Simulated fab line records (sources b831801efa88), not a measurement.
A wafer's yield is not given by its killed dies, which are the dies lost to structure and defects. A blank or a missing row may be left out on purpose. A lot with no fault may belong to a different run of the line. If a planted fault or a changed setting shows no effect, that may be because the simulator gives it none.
Matching of chambers || flow sky130 || SKY_LI_CONTACT_ETCH_14 on rie_diel-02: 4 sister chambers
The step etches BARC in N2/H2, stops on SiO2, time 45.9 s, target depth 60 nm. 27 wafers are shown with their chamber, then 12 later ones without.

## WAFERS, EACH WITH ITS CHAMBER
{"wafer": "L077.3", "chamber": 2, "drypump_motor_current_A (A)": 5.2, "throttle_valve_pct (%)": 13.220, "oes_product_au (a.u.)": 0.857}
{"wafer": "L077.5", "chamber": 0, "drypump_motor_current_A (A)": 6.5, "throttle_valve_pct (%)": 13.228, "oes_product_au (a.u.)": 0.862}
{"wafer": "L077.6", "chamber": 1, "drypump_motor_current_A (A)": 5.7, "throttle_valve_pct (%)": 13.216, "oes_product_au (a.u.)": 0.861}
{"wafer": "L078.4", "chamber": 1, "drypump_motor_current_A (A)": 5.6, "throttle_valve_pct (%)": 13.227, "oes_product_au (a.u.)": 0.844}
{"wafer": "L078.5", "chamber": 0, "drypump_motor_current_A (A)": 6.5, "throttle_valve_pct (%)": 13.223, "oes_product_au (a.u.)": 0.853}
{"wafer": "L078.6", "chamber": 1, "drypump_motor_current_A (A)": 5.6, "throttle_valve_pct (%)": 13.231, "oes_product_au (a.u.)": 0.850}
{"wafer": "L081.1", "chamber": 3, "drypump_motor_current_A (A)": 5.6, "throttle_valve_pct (%)": 13.226, "oes_product_au (a.u.)": 0.854}
{"wafer": "L081.3", "chamber": 0, "drypump_motor_current_A (A)": 6.5, "throttle_valve_pct (%)": 13.222, "oes_product_au (a.u.)": 0.859}
{"wafer": "L081.6", "chamber": 1, "drypump_motor_current_A (A)": 5.6, "throttle_valve_pct (%)": 13.227, "oes_product_au (a.u.)": 0.855}
{"wafer": "L082.2", "chamber": 1, "drypump_motor_current_A (A)": 5.6, "throttle_valve_pct (%)": 13.230, "oes_product_au (a.u.)": 0.853}
{"wafer": "L082.3", "chamber": 2, "drypump_motor_current_A (A)": 5.2, "throttle_valve_pct (%)": 13.221, "oes_product_au (a.u.)": 0.853}
{"wafer": "L082.4", "chamber": 3, "drypump_motor_current_A (A)": 5.6, "throttle_valve_pct (%)": 13.230, "oes_product_au (a.u.)": 0.855}
{"wafer": "L084.4", "chamber": 0, "drypump_motor_current_A (A)": 6.5, "throttle_valve_pct (%)": 13.220, "oes_product_au (a.u.)": 0.851}
{"wafer": "L084.5", "chamber": 0, "drypump_motor_current_A (A)": 6.5, "throttle_valve_pct (%)": 13.214, "oes_product_au (a.u.)": 0.869}
{"wafer": "L084.6", "chamber": 1, "drypump_motor_current_A (A)": 5.6, "throttle_valve_pct (%)": 13.223, "oes_product_au (a.u.)": 0.852}
{"wafer": "L086.1", "chamber": 3, "drypump_motor_current_A (A)": 5.6, "throttle_valve_pct (%)": 13.235, "oes_product_au (a.u.)": 0.864}
{"wafer": "L086.2", "chamber": 0, "drypump_motor_current_A (A)": 6.5, "throttle_valve_pct (%)": 13.219, "oes_product_au (a.u.)": 0.859}
{"wafer": "L086.3", "chamber": 2, "drypump_motor_current_A (A)": 5.2, "throttle_valve_pct (%)": 13.216, "oes_product_au (a.u.)": 0.853}
{"wafer": "L093.1", "chamber": 3, "drypump_motor_current_A (A)": 5.6, "throttle_valve_pct (%)": 13.236, "oes_product_au (a.u.)": 0.849}
{"wafer": "L093.2", "chamber": 0, "drypump_motor_current_A (A)": 6.5, "throttle_valve_pct (%)": 13.224, "oes_product_au (a.u.)": 0.857}
{"wafer": "L093.3", "chamber": 2, "drypump_motor_current_A (A)": 5.2, "throttle_valve_pct (%)": 13.226, "oes_product_au (a.u.)": 0.848}
{"wafer": "L093.4", "chamber": 1, "drypump_motor_current_A (A)": 5.6, "throttle_valve_pct (%)": 13.223, "oes_product_au (a.u.)": 0.851}
{"wafer": "L093.5", "chamber": 1, "drypump_motor_current_A (A)": 5.6, "throttle_valve_pct (%)": 13.214, "oes_product_au (a.u.)": 0.860}
{"wafer": "L093.6", "chamber": 0, "drypump_motor_current_A (A)": 6.5, "throttle_valve_pct (%)": 13.216, "oes_product_au (a.u.)": 0.858}
{"wafer": "L085.2", "chamber": 3, "drypump_motor_current_A (A)": 5.6, "throttle_valve_pct (%)": 13.215, "oes_product_au (a.u.)": 0.851}
{"wafer": "L085.4", "chamber": 2, "drypump_motor_current_A (A)": 5.2, "throttle_valve_pct (%)": 13.221, "oes_product_au (a.u.)": 0.857}
{"wafer": "L085.6", "chamber": 0, "drypump_motor_current_A (A)": 6.5, "throttle_valve_pct (%)": 13.205, "oes_product_au (a.u.)": 0.852}

SIGNATURES (averages over the wafers above)
{"reading": "drypump_motor_current_A", "chamber 0": 6.500, "chamber 1": 5.612, "chamber 2": 5.200, "chamber 3": 5.600, "scatter within a chamber": 0.0195}
{"reading": "throttle_valve_pct", "chamber 0": 13.21900, "chamber 1": 13.22387, "chamber 2": 13.22080, "chamber 3": 13.22840, "scatter within a chamber": 0.0065}
{"reading": "oes_product_au", "chamber 0": 0.85778, "chamber 1": 0.85325, "chamber 2": 0.85360, "chamber 3": 0.85460, "scatter within a chamber": 0.00531}
Rule: a wafer lies at a distance from a chamber equal to the root of the sum of squares, over the readings, of (its reading less the chamber's mean, divided by the reading's scatter). If the next closest chamber is less than 2 further off than the closest, the wafer can't be placed; otherwise it belongs to the closest. The scatter is the square root of a quotient: the sum, over the shown wafers, of each reading's squared deviation from its chamber's mean, divided by wafers minus chambers.

## WAFERS MISSING THEIR CHAMBER
{"wafer": "L094.2", "drypump_motor_current_A (A)": 6.5, "throttle_valve_pct (%)": 13.237, "oes_product_au (a.u.)": 0.851}
{"wafer": "L094.3", "drypump_motor_current_A (A)": 5.6, "throttle_valve_pct (%)": 13.211, "oes_product_au (a.u.)": 0.855}
{"wafer": "L094.5", "drypump_motor_current_A (A)": 5.2, "throttle_valve_pct (%)": 13.222, "oes_product_au (a.u.)": 0.857}
{"wafer": "L097.1", "drypump_motor_current_A (A)": 5.6, "throttle_valve_pct (%)": 13.211, "oes_product_au (a.u.)": 0.857}
{"wafer": "L097.2", "drypump_motor_current_A (A)": 6.5, "throttle_valve_pct (%)": 13.223, "oes_product_au (a.u.)": 0.854}
{"wafer": "L097.3", "drypump_motor_current_A (A)": 5.6, "throttle_valve_pct (%)": 13.225, "oes_product_au (a.u.)": 0.856}
{"wafer": "L097.4", "drypump_motor_current_A (A)": 5.2, "throttle_valve_pct (%)": 13.210, "oes_product_au (a.u.)": 0.856}
{"wafer": "L097.5", "drypump_motor_current_A (A)": 5.6, "throttle_valve_pct (%)": 13.222, "oes_product_au (a.u.)": 0.861}
{"wafer": "L097.6", "drypump_motor_current_A (A)": 6.5, "throttle_valve_pct (%)": 13.219, "oes_product_au (a.u.)": 0.857}
{"wafer": "L092.3", "drypump_motor_current_A (A)": 5.6, "throttle_valve_pct (%)": 13.230, "oes_product_au (a.u.)": 0.860}
{"wafer": "L092.4", "drypump_motor_current_A (A)": 5.2, "throttle_valve_pct (%)": 13.223, "oes_product_au (a.u.)": 0.852}
{"wafer": "L092.5", "drypump_motor_current_A (A)": 6.5, "throttle_valve_pct (%)": 13.218, "oes_product_au (a.u.)": 0.853}

## CHAMBER TAKEN BY EACH
{"wafer": "L094.2", "from the rows above": 0, "in truth": 0}
{"wafer": "L094.3", "from the rows above": "can't be placed: 1 or 3", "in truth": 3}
{"wafer": "L094.5", "from the rows above": 2, "in truth": 2}
{"wafer": "L097.1", "from the rows above": "can't be placed: 1 or 3", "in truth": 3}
{"wafer": "L097.2", "from the rows above": 0, "in truth": 0}
{"wafer": "L097.3", "from the rows above": "can't be placed: 3 or 1", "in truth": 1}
{"wafer": "L097.4", "from the rows above": 2, "in truth": 2}
{"wafer": "L097.5", "from the rows above": "can't be placed: 3 or 1", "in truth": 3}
{"wafer": "L097.6", "from the rows above": 0, "in truth": 0}
{"wafer": "L092.3", "from the rows above": "can't be placed: 3 or 1", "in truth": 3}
{"wafer": "L092.4", "from the rows above": 2, "in truth": 2}
{"wafer": "L092.5", "from the rows above": 0, "in truth": 0}
Correct placement for 7 of the 12. Can't be placed from these rows: 5 (the true chamber is among the candidates in 5). Number placed wrongly: 0.
